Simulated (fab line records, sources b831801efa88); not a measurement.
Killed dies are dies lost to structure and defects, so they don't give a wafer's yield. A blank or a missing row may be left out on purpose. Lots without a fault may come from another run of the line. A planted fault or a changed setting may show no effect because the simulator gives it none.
fab line records | flow sky130
record lots=6 wafers=18 last_day=49
route steps=708 shown RES_XHIGH@341 SD_N@342 PAD_OPEN@708
lots that met no fault: from a run of the same line without faults
start_h: hours from the record's first day to the start of the lot's first wafer shown | wait_h: hours since the lot's step before | " the same as in the row above | L1.1+2: a row that stands for several wafers | - no value, or no start given | * or withheld: withheld | < > ~ a bound
route shown NAME@n: a module of which the file shows steps, and the number in the route of the first | usual: mean/standard deviation of fault-free wafers | same: alike in all rows | chamber/n: place in a boat | sites: the reading at each site | _std_site: their standard deviation | _edge_site: outer sites' mean less inner sites' | radius_mm: how far each site lies from the wafer's centre | mask NAME#n: copy n | behind: the tool/chamber that last shaped the wafer | hold: why the lot was held/for how many hours/how that ended | device: the transistor (n, p or np) that didn't switch | end of line: the same wafers' tests at the end of the route | a step without rows: its recipe alone | killed: dies lost to structure and defects at the first sort, not the wafer's yield | map: a wafer's dies, x killed, . not, _ none there
set.NAME: the setting as run; set.NAME@STEP: as run at that earlier step | model.NAME: the simulator's own value behind a step, which no gauge read
lots at some steps of the route; a table a step, a row a wafer
services: from which hour (start_h, from the record's first day; less than 0 if before it) a tool's chamber was out of use, for how many hours, and why
## steps
# step SKY_RES_XHIGH_TW_MEAS_09
# usual RES_XHIGH_TW=1625/11
# columns lot.wafer tool chamber start_h wait_h RES_XHIGH_TW
L111.1 film_metro-02 - 630.92 0.1 1636
L111.2 " - " " 1625
L111.3 " - " " 1638
L114.2 film_metro-02 - 650.33 0.1 1622
L114.3 " - " " 1624
L114.6 " - " " 1621
L120.2 film_metro-03 - 710.53 0.1 1625
L120.3 " - " " 1620
L120.4 " - " " 1620
L121.2 film_metro-02 - 713.08 0.1 1628
L121.3 " - " " 1633
L121.4 " - " " 1623
L124.3 film_metro-03 - 734.02 0.1 1610
L124.5 " - " " 1610
L124.6 " - " " 1620
L131.1 film_metro-02 - 780.58 0.1 1634
L131.4 " - " " 1624
L131.6 " - " " 1629
# step SKY_SD_N_DEHYDRATE_00
# recipe temp_c=200 time_s=60
# step SKY_SD_N_HMDS_01
# recipe prime_time_s=60 prime_temp_c=120
# step SKY_SD_N_COAT_02
# recipe resist=NOVOLAK spin_rpm=3000 resist_thk_nm=1140
# step SKY_SD_N_SOFTBAKE_03
# recipe temp_c=90 time_s=60 resist=NOVOLAK
# step SKY_SD_N_EXPOSE_04
# recipe mask_id=NSDM na=0.6 source_shape=conventional sigma_outer=0.6 polarization=unpolarized target_cd_nm=380 dose_mj=141
# step SKY_SD_N_PEB_05
# recipe temp_c=withheld time_s=* resist=NOVOLAK
# step SKY_SD_N_DEVELOP_06
# recipe resist=NOVOLAK developer=TMAH develop_time_s=60 dev_temp_c=23
# step SKY_SD_N_CD_MEAS_07
# recipe target_cd_nm=380
# usual cd_nm=380.7/1.8
# columns lot.wafer tool chamber start_h wait_h cd_nm
L111.1 cd_sem-01 - 658.51 0.1 380.2
L111.2 " - " " 379.2
L111.3 " - " " 381.4
L114.2 cd_sem-02 - 678.14 0.1 381.2
L114.3 " - " " 382.7
L114.6 " - " " 381.4
L120.2 cd_sem-02 - 737.07 0.1 376.1
L120.3 " - " " 377.8
L120.4 " - " " 376.7
L121.2 cd_sem-01 - 740.08 0.1 382.2
L121.3 " - " " 384.1
L121.4 " - " " 381.9
L124.3 cd_sem-02 - 760.61 0.1 378.7
L124.5 " - " " 378.8
L124.6 " - " " 378.0
L131.1 cd_sem-02 - 806.45 0.1 379.8
L131.4 " - " " 382.2
L131.6 " - " " 381.8
# step SKY_SD_N_OVL_MEAS_08
# usual SD_N_OVL=1.1/1.4
# columns lot.wafer tool chamber start_h wait_h SD_N_OVL[nm]
L111.1 overlay-01 - 658.63 0.1 0.2
L111.2 " - " " -0.2
L111.3 " - " " 0.0
L114.2 overlay-02 - 678.24 0.1 -0.2
L114.3 " - " " -0.8
L114.6 " - " " 2.9
L120.2 overlay-02 - 737.18 0.1 2.1
L120.3 " - " " 1.4
L120.4 " - " " 0.5
L121.2 overlay-02 - 740.19 0.1 1.7
L121.3 " - " " 1.5
L121.4 " - " " 0.6
L124.3 overlay-02 - 760.70 0.1 2.5
L124.5 " - " " 1.4
L124.6 " - " " -0.4
L131.1 overlay-01 - 806.57 0.1 2.3
L131.4 " - " " 2.1
L131.6 " - " " 0.8
# step SKY_SD_N_IMPLANT_09
# recipe species=As energy_kev=50 dose_cm2=4e+15 tilt_deg=0
# step SKY_SD_N_IMPLANT_10
# recipe species=P energy_kev=20 dose_cm2=1e+14 tilt_deg=0
# step SKY_SD_N_STRIP_11
# recipe chemistry=O2/N2 power_w=1400 pressure_mtorr=1500 platen_temp_c=withheld o2_flow_sccm=3000 n2_flow_sccm=300 overash_fraction=0.5
# usual drypump_motor_current_A=5.8/0.63 oes_product_au=0.528/0.0048 strip_time_to_endpoint_s=22.58/0.04
# columns lot.wafer tool chamber start_h wait_h drypump_motor_current_A oes_product_au rf_hours_counter_h strip_time_to_endpoint_s
L111.1 plasma_asher-01 0 658.97 0.1 5.4 0.521 86 22.62
L111.2 " 1 " " 5.0 0.519 86 22.63
L111.3 " 0 " " 5.4 0.523 - 22.60
L114.2 plasma_asher-04 0 678.57 0.1 6.7 0.528 54 22.56
L114.3 " 0 " " 6.7 0.533 - 22.53
L114.6 " 0 " " 6.7 0.533 - 22.51
L120.2 plasma_asher-01 0 737.51 0.1 5.4 0.531 95 22.58
L120.3 " 0 " " 5.4 0.533 - 22.61
L120.4 " 1 " " 5.0 0.515 - 23.74
L121.2 plasma_asher-01 1 740.82 0.2 5.0 0.514 95 23.85
L121.3 " 0 " " 5.4 0.520 - 22.65
L121.4 " 1 " " 5.0 0.515 - 23.84
L124.3 plasma_asher-04 0 761.06 0.1 6.7 0.521 - 22.58
L124.5 " 1 " " 6.1 0.526 - 22.58
L124.6 " 0 " " 6.7 0.528 - 22.55
L131.1 plasma_asher-03 1 806.91 0.1 5.5 0.529 35 22.57
L131.4 " 1 " " 5.5 0.529 - 22.53
L131.6 " 1 " " 5.5 0.525 - 22.55
# step SKY_SD_N_TW_MEAS_12
# usual SD_N_TW=3944/32
# columns lot.wafer tool chamber start_h wait_h SD_N_TW
L111.1 film_metro-02 - 659.07 0.1 3970
L111.2 " - " " 3987
L111.3 " - " " 3953
L114.2 film_metro-02 - 678.68 0.1 3899
L114.3 " - " " 3927
L114.6 " - " " 3925
L120.2 film_metro-01 - 737.62 0.1 4001
L120.3 " - " " 4020
L120.4 " - " " 4006
L121.2 film_metro-01 - 740.93 0.1 3980
L121.3 " - " " 4006
L121.4 " - " " 3981
L124.3 film_metro-03 - 761.14 0.1 3904
L124.5 " - " " 3905
L124.6 " - " " 3900
L131.1 film_metro-03 - 807.01 0.1 3921
L131.4 " - " " 3922
L131.6 " - " " 3919
# step SKY_PAD_OPEN_PROBE_99
# usual killed_at_M0_to_M3=44/7.9 killed_at_M4_up=3.1/2 killed_at_contacts=23/4.9 killed_at_front_end=15/3.9 killed_at_other=0.2/0.49 killed_dies=86/10 killed_open=47/7.1 killed_short=39/7.1
# same gross_dies=492 killed_at_back_side=0
# columns lot.wafer tool chamber start_h wait_h killed_at_M0_to_M3 killed_at_M4_up killed_at_contacts killed_at_front_end killed_at_other killed_dies killed_open killed_short
L111.1 prober-01 - 1082.48 0.1 46 2 28 18 2 96 53 41
L111.2 prober-01 - 1082.53 0.1 54 7 18 20 0 99 51 48
L111.3 prober-01 - 1082.58 0.2 50 3 24 19 0 96 57 38
L120.2 prober-02 - 1142.66 0.1 53 2 22 21 0 98 53 45
L120.3 prober-02 - 1142.71 0.2 43 2 33 15 2 95 50 44
L120.4 prober-02 - 1142.76 0.2 34 4 25 17 0 80 38 42
L121.2 prober-01 - 1142.87 0.1 35 2 29 10 0 76 48 27
L121.3 prober-01 - 1142.92 0.2 34 2 28 17 2 83 45 38
L121.4 prober-01 - 1142.97 0.2 38 5 13 22 1 79 40 37
L131.1 prober-01 - 1186.32 0.1 50 0 20 16 1 87 50 35
L131.4 prober-01 - 1186.47 0.2 60 3 25 16 2 106 49 57
L131.6 prober-01 - 1186.57 0.2 28 4 19 14 0 65 36 29
# killed by level:class
L111.1 VIA1:geometric_particle:open=10 VIA2:geometric_particle:open=10 LI_CONTACT:geometric_particle:open=8 CONTACT:geometric_particle:open=8 VIA3:geometric_particle:open=7 CONTACT:geometric_particle:short=6 METAL1:geometric_particle:short=6 FIELD_ISO:geometric_particle:short=5
L111.2 VIA1:geometric_particle:open=15 VIA3:geometric_particle:open=10 FIELD_ISO:geometric_particle:open=9 METAL1:geometric_particle:short=8 CONTACT:geometric_particle:open=7 VIA1:geometric_particle:short=6 LOCAL_INTERCONNECT:geometric_particle:short=5 METAL4:geometric_particle:short=5
L111.3 VIA1:geometric_particle:open=11 VIA3:geometric_particle:open=9 CONTACT:geometric_particle:open=7 VIA2:geometric_particle:open=7 CONTACT:geometric_particle:short=6 VIA1:geometric_particle:short=6 FIELD_ISO:geometric_particle:short=5 POLY_GATE:geometric_particle:open=5
L120.2 VIA1:geometric_particle:open=10 VIA3:geometric_particle:open=8 LI_CONTACT:geometric_particle:open=7 METAL1:geometric_particle:short=7 VIA1:geometric_particle:short=7 METAL2:geometric_particle:short=7 FIELD_ISO:geometric_particle:open=6 VIA2:geometric_particle:open=6
L120.3 VIA1:geometric_particle:open=13 CONTACT:geometric_particle:open=12 CONTACT:geometric_particle:short=8 METAL2:geometric_particle:short=8 LI_CONTACT:geometric_particle:open=5 VIA3:geometric_particle:open=5 METAL1:geometric_particle:short=5 FIELD_ISO:geometric_particle:short=4
L120.4 CONTACT:geometric_particle:open=9 LI_CONTACT:geometric_particle:open=7 FIELD_ISO:geometric_particle:short=6 LI_CONTACT:geometric_particle:short=5 METAL2:geometric_particle:short=5 VIA2:geometric_particle:open=5 METAL1:geometric_particle:short=4 VIA3:geometric_particle:short=4
L121.2 CONTACT:geometric_particle:open=14 VIA2:geometric_particle:open=9 VIA1:geometric_particle:open=8 VIA3:geometric_particle:open=6 FIELD_ISO:geometric_particle:open=5 LI_CONTACT:geometric_particle:open=5 CONTACT:geometric_particle:short=5 LOCAL_INTERCONNECT:geometric_particle:short=3
L121.3 VIA1:geometric_particle:open=10 LI_CONTACT:geometric_particle:open=7 CONTACT:geometric_particle:open=7 LI_CONTACT:geometric_particle:short=6 FIELD_ISO:geometric_particle:open=5 LOCAL_INTERCONNECT:geometric_particle:short=5 VIA2:geometric_particle:short=5 VIA2:geometric_particle:open=4
L121.4 VIA1:geometric_particle:open=9 FIELD_ISO:geometric_particle:open=7 FIELD_ISO:geometric_particle:short=6 VIA2:geometric_particle:open=6 LI_CONTACT:geometric_particle:open=5 METAL1:geometric_particle:short=5 METAL4:geometric_particle:short=5 CONTACT:geometric_particle:open=4
L131.1 VIA3:geometric_particle:open=10 VIA2:geometric_particle:open=8 VIA1:geometric_particle:open=7 VIA1:geometric_particle:short=7 METAL1:geometric_particle:short=6 LOCAL_INTERCONNECT:geometric_particle:short=5 CONTACT:geometric_particle:short=5 CONTACT:geometric_particle:open=4
L131.4 METAL1:geometric_particle:short=12 CONTACT:geometric_particle:open=10 VIA3:geometric_particle:open=9 VIA1:geometric_particle:open=8 POLY_GATE:geometric_particle:short=8 VIA1:geometric_particle:short=7 VIA2:geometric_particle:open=6 CONTACT:geometric_particle:short=5
L131.6 CONTACT:geometric_particle:open=8 VIA3:geometric_particle:open=7 FIELD_ISO:geometric_particle:short=5 POLY_GATE:geometric_particle:open=4 LI_CONTACT:geometric_particle:open=4 LI_CONTACT:geometric_particle:short=4 METAL1:geometric_particle:short=4 VIA1:geometric_particle:open=4
## services
# columns tool chamber start_h hours kind
plasma_asher-03 - 673.77 28.1 pm
## key
first_sign step=SKY_SD_N_STRIP_11 reading=strip_time_to_endpoint_s direction=up sigmas=31 usual=* struck=*
effect step=SKY_SD_N_STRIP_11 reading=oes_product_au direction=down sigmas=2.7 usual=0.528 struck=0.515
met_at SKY_SD_N_STRIP_11
struck_wafers L120.4,L121.2,L121.4
tester_left_out L120,L121
onset_between 658.97 737.51
fault kind=process_parameter_drift tool=plasma_asher-01 chamber=1 onset_h=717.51 steps=SKY_SD_N_STRIP_11 channel=power_w offset=* shape=step end_h=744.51 acts_in=* stated=*
# tester_left_out: of these lots the tester's yield and bins aren't shown, on N5 and GAA mostly nor the transistor test; their killed dies are dies lost to structure and defects alone, not to doping, threshold or leakage, so they don't give the yield
